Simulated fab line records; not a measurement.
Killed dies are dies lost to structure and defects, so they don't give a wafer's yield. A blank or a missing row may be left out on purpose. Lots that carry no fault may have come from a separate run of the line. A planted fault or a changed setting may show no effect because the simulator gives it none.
A sampling plan put to the test | flow gf180mcu | one line in one fab, 18 faults in these records, each fault weighed on the records of the lots it struck
The plan consists of the line's own looks: route steps at which the wafer is read by a gauge or an inspection but not changed. Where struck wafers have a number at a look and the file lists that look's usual mean and standard deviation on fault-free wafers, the look can be judged. Caught: the struck wafers' mean, at a look after the fault's first step, is 4 or more of those standard deviations (sigma) away from the usual mean. On the tool: the fault's steps, tested the same way using the tool's own readings. Another recipe on the struck wafers, or a record that is blank for them alone, also counts as caught.

## THE FAULTS, as the simulator had put them in
1. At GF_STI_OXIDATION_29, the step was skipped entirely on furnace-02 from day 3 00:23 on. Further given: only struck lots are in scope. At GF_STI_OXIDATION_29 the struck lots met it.
2. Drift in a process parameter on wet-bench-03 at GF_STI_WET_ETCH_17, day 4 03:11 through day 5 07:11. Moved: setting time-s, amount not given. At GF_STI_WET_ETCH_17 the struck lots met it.
3. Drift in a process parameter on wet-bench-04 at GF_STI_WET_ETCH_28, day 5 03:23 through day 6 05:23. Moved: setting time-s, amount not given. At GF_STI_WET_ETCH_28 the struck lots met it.
4. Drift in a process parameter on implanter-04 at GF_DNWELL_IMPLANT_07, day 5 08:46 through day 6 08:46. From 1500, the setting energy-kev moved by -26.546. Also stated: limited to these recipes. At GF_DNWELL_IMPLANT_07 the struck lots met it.
5. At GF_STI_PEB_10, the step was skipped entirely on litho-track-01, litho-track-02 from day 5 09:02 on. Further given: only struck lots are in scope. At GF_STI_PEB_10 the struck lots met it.
6. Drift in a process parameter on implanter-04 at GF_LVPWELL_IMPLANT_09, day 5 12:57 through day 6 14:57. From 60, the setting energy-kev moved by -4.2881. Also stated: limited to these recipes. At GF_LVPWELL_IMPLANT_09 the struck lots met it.
7. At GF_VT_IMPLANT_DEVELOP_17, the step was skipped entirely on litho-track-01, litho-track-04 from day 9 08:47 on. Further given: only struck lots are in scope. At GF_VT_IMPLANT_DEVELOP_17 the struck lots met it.
8. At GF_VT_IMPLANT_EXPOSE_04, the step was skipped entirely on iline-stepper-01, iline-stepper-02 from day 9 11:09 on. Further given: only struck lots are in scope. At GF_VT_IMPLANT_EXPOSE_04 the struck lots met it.
9. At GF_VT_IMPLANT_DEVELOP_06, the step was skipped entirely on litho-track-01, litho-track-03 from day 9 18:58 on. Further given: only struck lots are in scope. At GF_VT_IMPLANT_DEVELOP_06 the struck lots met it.
10. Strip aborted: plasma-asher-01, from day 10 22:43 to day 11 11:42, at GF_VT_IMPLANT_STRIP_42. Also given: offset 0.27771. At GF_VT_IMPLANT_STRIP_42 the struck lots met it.
11. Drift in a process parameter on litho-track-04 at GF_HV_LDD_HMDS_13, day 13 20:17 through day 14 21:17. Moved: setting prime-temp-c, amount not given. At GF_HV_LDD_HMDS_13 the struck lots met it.
12. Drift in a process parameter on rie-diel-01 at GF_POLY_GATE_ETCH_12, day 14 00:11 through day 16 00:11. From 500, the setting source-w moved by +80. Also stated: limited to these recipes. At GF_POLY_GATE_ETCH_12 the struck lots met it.
13. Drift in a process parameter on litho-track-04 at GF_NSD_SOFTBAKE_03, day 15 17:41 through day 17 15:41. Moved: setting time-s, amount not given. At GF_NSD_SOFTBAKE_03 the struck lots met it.
14. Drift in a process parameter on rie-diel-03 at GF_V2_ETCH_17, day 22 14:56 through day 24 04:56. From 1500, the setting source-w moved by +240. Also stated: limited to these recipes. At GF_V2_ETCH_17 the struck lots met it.
15. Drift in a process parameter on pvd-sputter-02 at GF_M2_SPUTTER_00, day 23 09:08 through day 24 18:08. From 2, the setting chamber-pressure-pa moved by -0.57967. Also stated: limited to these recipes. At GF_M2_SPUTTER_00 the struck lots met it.
16. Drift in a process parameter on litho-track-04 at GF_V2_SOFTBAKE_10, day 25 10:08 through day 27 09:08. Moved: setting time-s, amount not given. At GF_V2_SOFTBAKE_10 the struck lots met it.
17. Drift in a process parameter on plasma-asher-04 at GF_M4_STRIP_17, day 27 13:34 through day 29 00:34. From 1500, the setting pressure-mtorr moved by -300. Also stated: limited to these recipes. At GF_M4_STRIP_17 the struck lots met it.
18. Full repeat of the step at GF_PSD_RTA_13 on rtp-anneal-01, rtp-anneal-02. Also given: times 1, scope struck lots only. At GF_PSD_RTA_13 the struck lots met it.

## WHAT THE PLAN SAW
fault | on the tool itself                               | first look that catches it                      | reading, sigma | median hours from its first step to that look | hours from the fault's start to the first struck lot there | judged looks passed uncaught
1     | the tool's record is blank for the struck wafers | no look after it can be judged                  | -              | -                                             | -                                                          | 0
2     | run-length-s +4.6 sigma                          | not the one look that can be judged after it    | -              | -                                             | -                                                          | 1
3     | only faintly: run-length-s -3.7 sigma            | no look after it can be judged                  | -              | -                                             | -                                                          | 0
4     | beam-energy-keV -53 sigma                        | none of the 2 looks that can be judged after it | -              | -                                             | -                                                          | 2
5     | the tool's record is blank for the struck wafers | no look after it can be judged                  | -              | -                                             | -                                                          | 0
6     | beam-energy-keV -99 or beyond sigma              | not the one look that can be judged after it    | -              | -                                             | -                                                          | 1
7     | the tool's record is blank for the struck wafers | no look after it can be judged                  | -              | -                                             | -                                                          | 0
8     | no reading that can be judged                    | no look after it can be judged                  | -              | -                                             | -                                                          | 0
9     | the tool's record is blank for the struck wafers | no look after it can be judged                  | -              | -                                             | -                                                          | 0
10    | oes-product-au +39 sigma                         | none of the 2 looks that can be judged after it | -              | -                                             | -                                                          | 2
11    | prime-temp-c +51 sigma                           | none of the 3 looks that can be judged after it | -              | -                                             | -                                                          | 3
12    | rf-fwd-power-W +46 sigma                         | none of the 3 looks that can be judged after it | -              | -                                             | -                                                          | 3
13    | heater-power-total-W +75 sigma                   | not the one look that can be judged after it    | -              | -                                             | -                                                          | 1
14    | rf-fwd-power-W +51 sigma                         | no look after it can be judged                  | -              | -                                             | -                                                          | 0
15    | chamber-pressure-pa -99 or beyond sigma          | not the one look that can be judged after it    | -              | -                                             | -                                                          | 1
16    | heater-power-total-W +87 sigma                   | no look after it can be judged                  | -              | -                                             | -                                                          | 0
17    | chamber-pressure-mTorr -99 or beyond sigma       | no look after it can be judged                  | -              | -                                             | -                                                          | 0
18    | under 2 sigma                                    | none of the 2 looks that can be judged after it | -              | -                                             | -                                                          | 2
A dash: this means the fault isn't caught or the number doesn't appear in these records.

Caught at a look: 0 of 18. Caught on the tool: 15 of 18. By one or the other: 15 of 18.
On the tool alone, faults 1, 2, 4, 5, 6, 7, 9, 10, 11, 12, 13, 14, 15, 16, 17 were caught.
Caught by neither: faults 3, 8, 18.
